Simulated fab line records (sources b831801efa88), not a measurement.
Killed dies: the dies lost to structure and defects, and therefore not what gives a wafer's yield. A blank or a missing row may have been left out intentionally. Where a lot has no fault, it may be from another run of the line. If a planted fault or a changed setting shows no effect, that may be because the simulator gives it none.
fab line records    flow sky130
record lots=6  wafers=18  last_day=50
route steps=708 shown LI_CONTACT@365 PAD_OPEN@708
lots with no fault: from the same line, run without faults
start_h: hours from the record's first day to the start of the lot's first wafer shown    wait_h: hours elapsed since this lot's preceding step    " as in the row above    L1.1+2: a single row standing in for several wafers    - no value, or no start was given    * or withheld: withheld    < > ~ a bound
route shown NAME@n: NAME is a module with steps in the file, n the number in the route of the first one    usual: mean/standard deviation of fault-free wafers    same: alike in all rows    chamber/n: place in a boat    sites: the reading at each site    _std_site: the standard deviation of these    _edge_site: inner sites' mean taken away from outer sites' mean    radius_mm: how far each site lies from the wafer's centre    mask NAME#n: copy n    behind: tool/chamber where the wafer was last shaped    hold: what put the lot on hold/how long, in hours/how the hold closed    device: transistor that didn't switch, given as n, p or np    end of line: at the end of the route, the tests of the same wafers    a step without rows: its recipe alone    killed: dies lost to structure and defects at the first sort, not the wafer's yield    map: shows each die of a wafer: x if killed, . if not, _ if none is there
set.NAME: the setting the step ran with; set.NAME@STEP: the setting that earlier step ran with    model.NAME: the simulator's own value behind a step, which no gauge read
lots seen at some steps along the route; tables by step, rows by wafer
services: when a tool's chamber went out of use (start_h, in hours from the record's first day, below 0 if earlier), for how many hours, and the reason
## steps
# step SKY_LI_CONTACT_BOW_MEAS_03
# recipe mode=bow
# usual LI_CONTACT_BOW=55/6.4
lot.wafer  tool           chamber  start_h  wait_h  LI_CONTACT_BOW[um]
L419.3     film_metro-02  -        666.99   0.3     59
L419.4     "              -        "        "       51
L419.5     "              -        "        "       53
L421.2     film_metro-04  -        686.43   0.1     54
L421.3     "              -        "        "       63
L421.4     "              -        "        "       45
L432.1     film_metro-04  -        771.56   0.1     58
L432.2     "              -        "        "       53
L432.3     "              -        "        "       50
L433.1     film_metro-04  -        777.34   0.2     62
L433.4     "              -        "        "       50
L433.6     "              -        "        "       55
L434.1     film_metro-04  -        788.21   0.1     60
L434.2     "              -        "        "       53
L434.3     "              -        "        "       43
L440.1     film_metro-03  -        835.12   0.1     51
L440.5     "              -        "        "       53
L440.6     "              -        "        "       39
# step SKY_LI_CONTACT_DEHYDRATE_04
# recipe temp_c=200  time_s=60
# step SKY_LI_CONTACT_HMDS_05
# recipe prime_time_s=60  prime_temp_c=120
# step SKY_LI_CONTACT_COAT_06
# recipe resist=BARC  temp_c=withheld  time_s=withheld  spin_rpm=3000  resist_thk_nm=60
# step SKY_LI_CONTACT_COAT_07
# recipe resist=KrF-thick  spin_rpm=3000  resist_thk_nm=450
# step SKY_LI_CONTACT_SOFTBAKE_08
# recipe temp_c=100  time_s=90  resist=KrF-thick
# step SKY_LI_CONTACT_EXPOSE_09
# recipe mask_id=LICM1  na=0.8  source_shape=annular  sigma_inner=0.55  sigma_outer=0.85  target_cd_nm=170  dose_mj=38
# step SKY_LI_CONTACT_PEB_10
# recipe peb_temp_c=withheld  peb_time_s=withheld  resist=KrF-thick
# step SKY_LI_CONTACT_DEVELOP_11
# recipe develop_time_s=60  resist=KrF-thick  dev_temp_c=21
# step SKY_LI_CONTACT_CD_MEAS_12
# recipe target_cd_nm=170
# usual cd_nm=170.0/1.5
lot.wafer  tool       chamber  start_h  wait_h  cd_nm
L419.3     cd_sem-01  -        694.47   -       169.4
L419.4     "          -        "        "       169.2
L419.5     "          -        "        "       168.8
L421.2     cd_sem-02  -        715.22   -       171.8
L421.3     "          -        "        "       169.4
L421.4     "          -        "        "       169.7
L432.1     cd_sem-01  -        798.22   -       171.0
L432.2     "          -        "        "       171.0
L432.3     "          -        "        "       171.5
L433.1     cd_sem-01  -        804.22   -       171.5
L433.4     "          -        "        "       170.7
L433.6     "          -        "        "       171.9
L434.1     cd_sem-01  -        814.97   -       170.1
L434.2     "          -        "        "       169.9
L434.3     "          -        "        "       170.4
L440.1     cd_sem-02  -        862.08   -       170.2
L440.5     "          -        "        "       169.7
L440.6     "          -        "        "       168.6
# step SKY_LI_CONTACT_OVL_MEAS_13
# usual LI_CONTACT_OVL=-1/5.8
lot.wafer  tool        chamber  start_h  wait_h  LI_CONTACT_OVL[nm]
L419.3     overlay-02  -        694.57   0.1     -5
L419.4     "           -        "        "       0
L419.5     "           -        "        "       2
L421.2     overlay-01  -        715.32   0.1     -4
L421.3     "           -        "        "       -4
L421.4     "           -        "        "       5
L432.1     overlay-02  -        798.34   0.1     4
L432.2     "           -        "        "       -8
L432.3     "           -        "        "       -1
L433.1     overlay-01  -        804.34   0.1     0
L433.4     "           -        "        "       5
L433.6     "           -        "        "       0
L434.1     overlay-01  -        815.09   0.1     -4
L434.2     "           -        "        "       -6
L434.3     "           -        "        "       -12
L440.1     overlay-02  -        862.20   0.1     -6
L440.5     "           -        "        "       0
L440.6     "           -        "        "       4
# step SKY_LI_CONTACT_ETCH_14
# recipe chemistry=N2/H2  target=BARC  ion_energy_ev=200  source_w=500  bias_w=100  pressure_mtorr=30  n2_flow_sccm=100  h2_flow_sccm=200  stop_on=SiO2  time_s=45.9  target_depth_a=600
# usual drypump_motor_current_A=5.6/0.41  oes_product_au=0.854/0.0047  throttle_valve_pct=13.224/0.0083
lot.wafer  tool         chamber  start_h  wait_h  drypump_motor_current_A  oes_product_au  rf_hours_counter_h  throttle_valve_pct
L419.3     rie_diel-01  2        694.59   0.0     5.5                      0.860           46                  13.225
L419.4     "            1        "        "       5.6                      0.852           3                   13.218
L419.5     "            0        "        "       5.6                      0.850           -                   13.218
L421.2     rie_diel-02  3        715.35   0.0     5.8                      0.860           16                  13.230
L421.3     "            2        "        "       5.6                      0.852           8                   13.220
L421.4     "            1        "        "       5.5                      0.863           16                  13.223
L432.1     rie_diel-04  3        798.38   0.0     5.3                      0.855           1                   13.214
L432.2     "            2        "        "       5.7                      0.858           13                  13.230
L432.3     "            1        "        "       5.2                      0.851           11                  13.218
L433.1     rie_diel-02  0        804.38   0.0     6.7                      0.859           4                   13.234
L433.4     "            1        "        "       5.5                      0.857           18                  13.216
L433.6     "            1        "        "       5.5                      0.856           -                   13.226
L434.1     rie_diel-02  1        815.13   0.0     5.5                      0.854           18                  13.218
L434.2     "            0        "        "       6.7                      0.860           4                   13.220
L434.3     "            3        "        "       5.7                      0.849           19                  13.229
L440.1     rie_diel-01  2        862.23   0.0     5.5                      0.852           3                   13.228
L440.5     "            2        "        "       5.5                      0.847           -                   13.220
L440.6     "            3        "        "       5.5                      0.852           -                   13.228
# step SKY_LI_CONTACT_ETCH_15
# recipe target=PSG  chemistry=C4F8/O2/Ar  stop_on=Si  taper_deg=4.15  mask_material=KrF-thick  source_w=1500  bias_w=1200  pressure_mtorr=40  c4f8_flow_sccm=withheld  O2_flow_sccm=6  Ar_flow_sccm=300  time_s=withheld  target_depth_a=6000
# usual oes_product_au=0.825/0.0047
lot.wafer  tool         chamber  start_h  wait_h  oes_product_au  model.KrF-thick_of_LI_CONTACT_COAT_07.thk_nm
L419.3     rie_diel-01  2        694.63   0.0     0.831           242.3
L419.4     "            1        "        "       0.825           229.2
L419.5     "            0        "        "       0.816           232.7
L421.2     rie_diel-02  3        715.40   0.0     0.827           225
L421.3     "            2        "        "       0.825           231.1
L421.4     "            1        "        "       0.824           225.5
L432.1     rie_diel-04  3        798.42   0.0     0.829           235.1
L432.2     "            2        "        "       0.821           224.1
L432.3     "            1        "        "       0.821           232.3
L433.1     rie_diel-02  0        804.42   0.0     0.825           272.9
L433.4     "            1        "        "       0.821           226.8
L433.6     "            1        "        "       0.831           226.4
L434.1     rie_diel-02  1        815.17   0.0     0.826           224.5
L434.2     "            0        "        "       0.829           270.2
L434.3     "            3        "        "       0.827           227.1
L440.1     rie_diel-01  2        862.28   0.0     0.831           236.7
L440.5     "            2        "        "       0.817           239
L440.6     "            3        "        "       0.821           227.7
# step SKY_LI_CONTACT_STRIP_16
# recipe chemistry=O2/N2  power_w=1400  pressure_mtorr=1500  platen_temp_c=withheld  o2_flow_sccm=3000  n2_flow_sccm=300  overash_fraction=0.5
# usual drypump_motor_current_A=5.8/0.65  oes_product_au=0.376/0.0046  strip_time_to_endpoint_s=3.50/0.047
lot.wafer  tool             chamber  start_h  wait_h  drypump_motor_current_A  oes_product_au  rf_hours_counter_h  strip_time_to_endpoint_s
L419.3     plasma_asher-02  0        694.75   -       6.4                      0.374           -                   3.60
L419.4     "                1        "        "       5.5                      0.377           -                   3.47
L419.5     "                0        "        "       6.5                      0.384           -                   3.51
L421.2     plasma_asher-02  0        715.48   -       6.4                      0.378           98                  3.42
L421.3     "                1        "        "       5.5                      0.378           -                   3.50
L421.4     "                0        "        "       6.5                      0.381           -                   3.42
L432.1     plasma_asher-02  0        798.51   -       6.4                      0.377           5                   3.54
L432.2     "                1        "        "       5.5                      0.371           5                   3.44
L432.3     "                1        "        "       5.5                      0.376           -                   3.50
L433.1     plasma_asher-02  1        804.51   -       5.5                      0.392           6                   3.93
L433.4     "                0        "        "       6.5                      0.381           -                   3.46
L433.6     "                0        "        "       6.5                      0.371           -                   3.44
L434.1     plasma_asher-02  0        815.26   -       6.4                      0.372           7                   3.41
L434.2     "                1        "        "       5.5                      0.395           7                   3.92
L434.3     "                1        "        "       5.5                      0.369           -                   3.44
L440.1     plasma_asher-02  0        862.36   -       6.5                      0.381           12                  3.55
L440.5     "                1        "        "       5.5                      0.380           -                   3.58
L440.6     "                0        "        "       6.5                      0.376           -                   3.46
# step SKY_LI_CONTACT_CLEAN_17
# recipe chemistry=NMP  time_s=600  temp_c=60  dry=n2_spin
# step SKY_PAD_OPEN_PROBE_99
# usual killed_at_M0_to_M3=42/7.2  killed_at_M4_up=3.4/2.1  killed_at_contacts=24/5.4  killed_at_front_end=15/4  killed_at_other=0.3/0.53  killed_dies=85/8.8  killed_open=47/6.7  killed_short=38/6.5
# same gross_dies=492  killed_at_back_side=0
lot.wafer  tool       chamber  start_h  wait_h  killed_at_M0_to_M3  killed_at_M4_up  killed_at_contacts  killed_at_front_end  killed_at_other  killed_dies  killed_open  killed_short  model.etest.pfet_01v8.r_on_ohm_um  model.etest.licon_pdiff.rc_ohm  model.etest.pfet_g5v0d10v5.r_on_ohm_um  model.etest.nfet_g5v0d10v5.r_on_ohm_um  model.etest.nfet_01v8.r_on_ohm_um  model.etest.licon_ndiff.rc_ohm  model.etest.licon_high_po.rc_ohm  model.etest.sonos_uncharged.r_on_ohm_um
L419.3     prober-02  -        1093.98  0.2     54                  3                25                  6                    0                88           36           52            2879                               613.2                           4763                                    1897                                    829.9                              185.5                           370                               800
L419.4     prober-02  -        1094.03  0.2     49                  6                31                  8                    2                96           53           43            2913                               586.9                           4798                                    1902                                    816.8                              174.8                           357.9                             809.6
L419.5     prober-02  -        1094.08  0.2     44                  4                32                  21                   1                102          56           46            2860                               581.6                           4804                                    1902                                    818.1                              182.4                           371.2                             803.2
L421.2     prober-02  -        1105.55  0.1     43                  2                14                  13                   0                72           40           32            3090                               554.8                           4727                                    1885                                    848.3                              173.7                           344.5                             813.2
L421.3     prober-02  -        1105.60  0.2     39                  1                21                  17                   0                78           38           40            3076                               605.9                           4885                                    1891                                    867                                190.4                           368.9                             850.1
L421.4     prober-02  -        1105.65  0.2     31                  4                21                  18                   0                74           39           34            3071                               590.2                           4812                                    1904                                    850.6                              183.6                           368                               814
L432.1     prober-01  -        1164.24  0.1     46                  4                14                  19                   0                83           50           33            2784                               580.9                           4763                                    1869                                    761.1                              180.4                           353.9                             793.9
L432.2     prober-01  -        1164.29  0.1     45                  6                20                  12                   0                83           41           40            2714                               565.7                           4646                                    1848                                    728                                178.8                           365.8                             797.2
L432.3     prober-01  -        1164.34  0.2     37                  2                21                  16                   0                76           38           38            2805                               593.4                           4687                                    1876                                    779.8                              180.2                           359.7                             802
L433.1     prober-02  -        1168.66  0.1     38                  4                45                  22                   1                110          54           33            3050                               701.2                           4780                                    1945                                    904.9                              234.1                           418.1                             859.6
L433.4     prober-02  -        1168.81  0.2     39                  4                19                  17                   1                80           39           39            2842                               578.9                           4606                                    1859                                    814.9                              174                             358.8                             784.7
L433.6     prober-02  -        1168.91  0.2     37                  1                27                  12                   0                77           37           40            2931                               570.5                           4704                                    1864                                    838.8                              171.8                           349.2                             795.2
L434.1     prober-01  -        1176.48  0.1     51                  6                15                  23                   0                95           52           42            2760                               586.1                           4587                                    1841                                    808.1                              178.3                           353.1                             791.3
L434.2     prober-01  -        1176.53  0.1     48                  3                35                  18                   0                104          53           36            2991                               711.3                           4726                                    1949                                    861.9                              246.2                           428.8                             850.8
L434.3     prober-01  -        1176.58  0.2     35                  8                18                  20                   0                81           52           29            2740                               601.4                           4588                                    1843                                    818.6                              182.8                           361.4                             787.6
L440.1     prober-02  -        1202.99  0.1     48                  6                33                  14                   0                101          52           49            2891                               599.2                           4708                                    1897                                    842.5                              188.2                           360                               811.4
L440.5     prober-02  -        1203.19  0.2     52                  6                22                  14                   0                94           58           36            2816                               615.1                           4765                                    1891                                    806.7                              193.7                           354.4                             811.2
L440.6     prober-02  -        1203.24  0.2     29                  2                34                  15                   0                80           47           33            2920                               593.9                           4773                                    1901                                    835.7                              190.9                           365.2                             809.8
# killed by level:class
L419.3 METAL1:geometric_particle:short=13 LI_CONTACT:geometric_particle:open=10 VIA1:geometric_particle:open=8 VIA1:geometric_particle:short=8 VIA2:geometric_particle:short=6 CONTACT:geometric_particle:open=5 METAL2:geometric_particle:short=5 VIA3:geometric_particle:open=5
L419.4 CONTACT:geometric_particle:open=11 VIA2:geometric_particle:open=10 VIA1:geometric_particle:open=9 VIA1:geometric_particle:short=6 LI_CONTACT:geometric_particle:open=5 LOCAL_INTERCONNECT:geometric_particle:short=5 CONTACT:geometric_particle:short=5 METAL2:geometric_particle:short=5
L419.5 CONTACT:geometric_particle:open=11 CONTACT:geometric_particle:short=9 VIA2:geometric_particle:open=9 VIA1:geometric_particle:open=8 POLY_GATE:geometric_particle:short=6 METAL1:geometric_particle:short=6 VIA1:geometric_particle:short=6 FIELD_ISO:geometric_particle:open=5
L421.2 VIA1:geometric_particle:open=7 VIA3:geometric_particle:open=7 METAL1:geometric_particle:short=6 VIA2:geometric_particle:open=6 POLY_GATE:geometric_particle:short=5 CONTACT:geometric_particle:open=5 FIELD_ISO:geometric_particle:open=4 VIA2:geometric_particle:short=4
L421.3 METAL2:geometric_particle:short=9 VIA3:geometric_particle:open=8 POLY_GATE:geometric_particle:short=6 LI_CONTACT:geometric_particle:open=6 CONTACT:geometric_particle:short=6 METAL1:geometric_particle:short=5 POLY_GATE:geometric_particle:open=4 CONTACT:geometric_particle:open=4
L421.4 CONTACT:geometric_particle:open=8 POLY_GATE:geometric_particle:short=7 VIA2:geometric_particle:open=6 VIA3:geometric_particle:open=6 POLY_GATE:geometric_particle:open=5 VIA1:geometric_particle:open=5 LOCAL_INTERCONNECT:geometric_particle:short=5 VIA1:geometric_particle:short=5
L432.1 VIA1:geometric_particle:open=11 POLY_GATE:geometric_particle:open=7 FIELD_ISO:geometric_particle:open=6 VIA1:geometric_particle:short=6 VIA3:geometric_particle:short=5 METAL1:geometric_particle:short=5 VIA3:geometric_particle:open=5 LI_CONTACT:geometric_particle:open=4
L432.2 VIA1:geometric_particle:open=9 VIA2:geometric_particle:open=7 METAL2:geometric_particle:short=6 LI_CONTACT:geometric_particle:open=6 CONTACT:geometric_particle:open=6 METAL1:geometric_particle:short=6 LOCAL_INTERCONNECT:geometric_particle:short=5 VIA3:geometric_particle:open=5
L432.3 VIA1:geometric_particle:open=10 CONTACT:geometric_particle:open=9 VIA2:geometric_particle:open=6 LI_CONTACT:geometric_particle:open=5 VIA2:geometric_particle:short=5 FIELD_ISO:geometric_particle:short=4 VIA1:geometric_particle:short=4 POLY_GATE:geometric_particle:short=3
L433.1 LI_CONTACT:area_etch=23 CONTACT:geometric_particle:open=15 VIA1:geometric_particle:open=9 VIA3:geometric_particle:open=8 VIA2:geometric_particle:open=6 FIELD_ISO:geometric_particle:open=5 METAL1:geometric_particle:short=5 FIELD_ISO:geometric_particle:short=4
L433.4 METAL3:geometric_particle:short=7 CONTACT:geometric_particle:short=7 VIA1:geometric_particle:open=7 VIA2:geometric_particle:open=7 CONTACT:geometric_particle:open=6 METAL2:geometric_particle:short=5 FIELD_ISO:geometric_particle:open=4 POLY_GATE:geometric_particle:open=4
L433.6 VIA1:geometric_particle:open=10 CONTACT:geometric_particle:short=8 CONTACT:geometric_particle:open=8 METAL2:geometric_particle:short=6 METAL1:geometric_particle:short=6 LI_CONTACT:geometric_particle:open=5 LOCAL_INTERCONNECT:geometric_particle:short=5 VIA2:geometric_particle:open=5
L434.1 VIA2:geometric_particle:open=8 FIELD_ISO:geometric_particle:open=7 METAL2:geometric_particle:short=7 VIA1:geometric_particle:open=7 POLY_GATE:geometric_particle:open=6 VIA3:geometric_particle:open=6 CONTACT:geometric_particle:open=5 VIA3:geometric_particle:short=5
L434.2 VIA1:geometric_particle:open=15 LI_CONTACT:area_etch=13 METAL1:geometric_particle:short=10 VIA3:geometric_particle:open=9 LI_CONTACT:geometric_particle:open=8 FIELD_ISO:geometric_particle:open=6 CONTACT:geometric_particle:short=5 POLY_GATE:geometric_particle:open=4
L434.3 LI_CONTACT:geometric_particle:open=9 VIA1:geometric_particle:open=8 VIA3:geometric_particle:open=8 POLY_GATE:geometric_particle:open=6 METAL2:geometric_particle:short=5 METAL4:geometric_particle:short=5 VIA2:geometric_particle:open=5 METAL3:geometric_particle:short=5
L440.1 LI_CONTACT:geometric_particle:open=10 VIA1:geometric_particle:short=10 CONTACT:geometric_particle:open=9 VIA1:geometric_particle:open=8 CONTACT:geometric_particle:short=7 METAL2:geometric_particle:short=6 METAL1:geometric_particle:short=6 VIA3:geometric_particle:open=5
L440.5 VIA1:geometric_particle:open=13 VIA3:geometric_particle:open=12 LI_CONTACT:geometric_particle:open=8 VIA1:geometric_particle:short=7 CONTACT:geometric_particle:open=6 FIELD_ISO:geometric_particle:open=5 METAL4:geometric_particle:short=5 LOCAL_INTERCONNECT:geometric_particle:short=4
L440.6 LI_CONTACT:geometric_particle:open=13 VIA1:geometric_particle:open=11 CONTACT:geometric_particle:open=9 LI_CONTACT:geometric_particle:short=7 FIELD_ISO:geometric_particle:short=5 POLY_GATE:geometric_particle:open=4 VIA1:geometric_particle:short=4 METAL1:geometric_particle:short=3
# map L433.1 (x killed, . not)
__________x..x.x...._________
________..x..x........_______
______...x.........xx..._____
_____.x....xxx..x....x..x____
____x.................x...___
___.........x.xx...........__
__.........xxx....x........._
_...x.....x..xx..x...........
_x......xxx....xx..x.........
_.x........x.xx.......x....x.
_x.xxx...x....x...x.....x....
_x...x...xx.x........x..x....
_xx.....x....xx.x............
_.x..x.xx.....xx..x..........
_........xxx.x...x........x..
__....x.x...xxx....xx......._
___.....x.x..x.xx..xx......__
____..x...x.x.x.....xx....___
_____.......x.....x..x...____
______.x..x......xx....x_____
________....x....x...._______
__________x....xx.x._________
# map L434.2 (x killed, . not)
__________.xx..x...._________
________.....x.x.....x_______
______.......x.x.x....x._____
_____.x...x.x.......x....____
____.....x......x......xx.___
___...x............x.......__
__xx.x.................x.xx._
_................x......x....
_x..x...xx...xx..x...........
_x........x.....x...x....x...
_........x...........x..x.x..
_.....x......x.xx.x..........
_...x...x..x..xx.............
_...x...xxx........x..xx.....
_.....x......xxx..xx.....xx..
__..x.....x.x..x...x........_
___..xx..x..xxx............__
____xx..x...x........x..xx___
_____.......xx.xxx..x.x.x____
______x.x...xx...x......_____
________....x.x...x..._______
__________.....x...._________
## services
tool             chamber  start_h  hours  kind
plasma_asher-02  -        696.02   2.2    repair
rie_diel-01      2        720.51   2.8    repair
rie_diel-01      3        724.20   6.1    repair
plasma_asher-02  -        733.75   9.0    pm
plasma_asher-02  0        733.75   9.0    vent_cycle
plasma_asher-02  1        733.75   9.0    vent_cycle
plasma_asher-02  0        742.75   -      clean
plasma_asher-02  1        742.75   -      clean
rie_diel-01      2        752.85   -      clean
rie_diel-01      2        752.85   21.2   scheduled_down
rie_diel-01      2        752.85   21.2   vent_cycle
rie_diel-04      3        755.07   -      clean
rie_diel-04      3        755.07   16.0   scheduled_down
rie_diel-04      3        755.07   16.0   vent_cycle
rie_diel-01      1        772.14   9.9    repair
rie_diel-02      2        785.07   9.5    repair
rie_diel-02      1        786.28   3.0    repair
rie_diel-04      0        797.27   1.7    repair
plasma_asher-02  -        839.02   1.6    repair
## key
first_sign step=SKY_LI_CONTACT_STRIP_16  reading=strip_time_to_endpoint_s  direction=up  sigmas=9.1  usual=*  struck=*
effect step=SKY_LI_CONTACT_STRIP_16  reading=oes_product_au  direction=up  sigmas=3.6  usual=0.376  struck=0.393
effect step=SKY_PAD_OPEN_PROBE_99  reading=killed_at_contacts  direction=up  sigmas=2.9  usual=24  struck=40
model_effect step=SKY_LI_CONTACT_ETCH_15  value=KrF-thick_of_LI_CONTACT_COAT_07.thk_nm  without=234.8  struck=271.5
model_effect step=SKY_PAD_OPEN_PROBE_99  value=etest.pfet_01v8.r_on_ohm_um  without=2892  struck=3021
more_kills_born_at SKY_LI_CONTACT_ETCH_15@rie_diel-02=36
met_at SKY_LI_CONTACT_ETCH_15
struck_wafers L433.1,L434.2
tester_left_out L433,L434
fault kind=process_parameter_drift  tool=rie_diel-02  chamber=0  onset_h=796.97  steps=SKY_LI_CONTACT_ETCH_15  channel=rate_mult  offset=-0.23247  shape=step  end_h=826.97
# tester_left_out: of these lots the tester's yield and bins aren't shown, on N5 and GAA mostly nor the transistor test; their killed dies are dies lost to structure and defects alone, not to doping, threshold or leakage, so they don't give the yield
